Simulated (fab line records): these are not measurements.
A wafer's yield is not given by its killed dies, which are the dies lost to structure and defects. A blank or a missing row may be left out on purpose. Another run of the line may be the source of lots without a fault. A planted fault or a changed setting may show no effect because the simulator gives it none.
Problem report, 8D (eight disciplines) form, completed by code    flow sky130    the parts of the form that need people (team, actions taken, sign-off) are left out

== 1. THE ISSUE ==
At SKY_VIA2_DEVELOP_11, developer temp C averages 21.68 C over 6 wafers from 2 lots, while fault-free wafers read 21.03 C, standard deviation 0.11. That puts it +5.9 standard deviations away from the usual mean.
The step: develop time 60 s.
Earliest sighting: wafer L439.1 on litho track-01 at day 41 01:00. Wafers with a number at this step in the record: 39, from 13 lots. Rule for "out", or "out of limits": more than 4 standard deviations from the usual mean. The other wafers with a number count as sound.

== 2. WHAT THIS IS AND IS NOT ==
question                     is                      is not
which readings at this step  developer temp C        -
which lots                   L439, L441              L430, L432, L433, L442, L445, L446, L447, L448, L449, L450, L453
which wafers of those lots   all that have a number  -
read on which tools          litho track-01          litho track-02, litho track-03
when                         from day 41 01:00       up to then (9 sound wafers); but 24 sound wafers of L442, L445, L446, L447, L448, L449, L450, L453 came after

== 3. THE SUSPECTS, EACH WITH WHAT RULES IT OUT ==
Counting: any tool at a process step up to the reading is kept as a suspect provided that every lot that is out went through it and no sound lot did after the first of them.
- cmp-02 at SKY_VIA2_CMP_02 (polishes SiO2): ruled out as a lasting fault. The sound lots L442, L447, L448, L449, L450, L453 went through it after L439, its earliest lot that is out (day 40 00:34).
- litho track-01 at SKY_VIA2_DEVELOP_11 (develop time 60 s): kept. It ran every lot that is out, first L439 (day 41 01:00), and no sound lot after that; its last sound lot up to then is L432 (day 37 18:00). Its own readings are out on those wafers: developer temp C.
Remaining after the count: litho track-01 at SKY_VIA2_DEVELOP_11.

== 4. THE CAUSE (what the simulator had put in) ==
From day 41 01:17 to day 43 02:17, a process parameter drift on litho track-01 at SKY_VIA2_DEVELOP_11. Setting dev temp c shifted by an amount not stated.
The count eliminated every tool but this one.

== 5. THE CHAIN OF EFFECTS, in route order ==
Each row: a reading where the mean over the struck wafers with a number is more than 3 standard deviations away from the usual. Only readings whose record carries a usual standard deviation are examined. hours: median over the lots of the time between each lot's start at the first step of this table that gives one and its start at this step. sigmas: the change, counted in usual standard deviations.
hours  step                 reading           usual    on struck wafers  change  sigmas
0      SKY_VIA2_DEVELOP_11  developer temp C  21.03 C  21.68             +0.64   +5.9
It contains these process steps:
- SKY_VIA2_DEVELOP_11: develop time 60 s.
Later steps that measure or inspect, where all struck wafers having a row at the step show a number for every such reading and not one has moved that far: SKY_VIA2_OVL_MEAS_13.

== 6. WHAT WOULD HAVE CAUGHT IT SOONER ==
In this record the first reading out of limits was taken at day 41 01:00.
